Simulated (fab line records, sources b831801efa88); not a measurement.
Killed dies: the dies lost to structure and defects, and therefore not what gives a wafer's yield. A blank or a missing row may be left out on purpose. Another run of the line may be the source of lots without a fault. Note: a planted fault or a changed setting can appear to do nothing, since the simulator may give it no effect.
Which tool was responsible? | flow sfq line | 21 wafers from 7 lots sampled at 2 of the route's 325 steps

== WHAT THE GAUGES SHOWED, per wafer ==
SFQ_M7_RS_MEAS_943: measurement is done with a four-point probe.
lot  | measured     | on            | M7_NB_RS (ohm/sq)
L691 | day 67 05:45 | film metro-02 | 0.903 0.902 0.897
L693 | day 69 12:43 | film metro-01 | 0.894 0.894 0.891
L698 | day 76 15:31 | film metro-01 | 0.898 0.897 0.703 0.898 0.896 0.704
L700 | day 76 19:08 | film metro-04 | 0.892 0.707 0.703 0.890 0.707 0.704
L707 | day 77 17:53 | film metro-01 | 0.906 0.905 0.901
L710 | day 78 10:14 | film metro-02 | 0.879 0.879 0.873
L713 | day 82 22:14 | film metro-04 | 0.899 0.900 0.892

== WHAT TOOL EACH LOT RAN ON (gives the tool, then ch and the chambers of the sampled wafers, and finally the start) ==
lot  | SFQ_TRILAYER_M7_DEP_SPUTTER_175
L691 | pvd sputter-04, day 67 05:40
L693 | pvd sputter-04, day 69 12:38
L698 | pvd sputter-05, day 76 15:24
L700 | pvd sputter-05, day 76 19:00
L707 | pvd sputter-06, day 77 17:48
L710 | pvd sputter-06, day 78 10:09
L713 | pvd sputter-05, day 82 22:08
- SFQ_TRILAYER_M7_DEP_SPUTTER_175: material Nb, target thk 200 nm, time 133.3 s.

== THE ANSWER, worked out from the rows above alone ==
Rule: the usual values come from the lots themselves. Put in order of their means at a reading, lots are off if they are a third of the lots or fewer, leave a main group of 4 or more, and stand apart from it by a gap of 3 or more times the standard deviation of the main group's means; of several such gaps the widest counts. A main group whose means are all the same, to the digits that the tables above print for the reading, isn't used. Also off: a lot with no number at a reading for which 4 or more lots have one. All remaining lots with rows at the step are treated as sound.
Off: L698, L700, seen at SFQ_M7_RS_MEAS_943 (M7_NB_RS). Mean 0.894 ohm/sq and standard deviation 0.0094 in the main group.
If a tool, at a process step before that reading, ran all the lots that are off and no sound lot after the first of them, it fits. Gauges at SFQ_M7_RS_MEAS_943: tried the same way as those tools. No candidate that was tried fits.

== WHAT HAD BEEN PUT IN BY THE SIMULATOR ==
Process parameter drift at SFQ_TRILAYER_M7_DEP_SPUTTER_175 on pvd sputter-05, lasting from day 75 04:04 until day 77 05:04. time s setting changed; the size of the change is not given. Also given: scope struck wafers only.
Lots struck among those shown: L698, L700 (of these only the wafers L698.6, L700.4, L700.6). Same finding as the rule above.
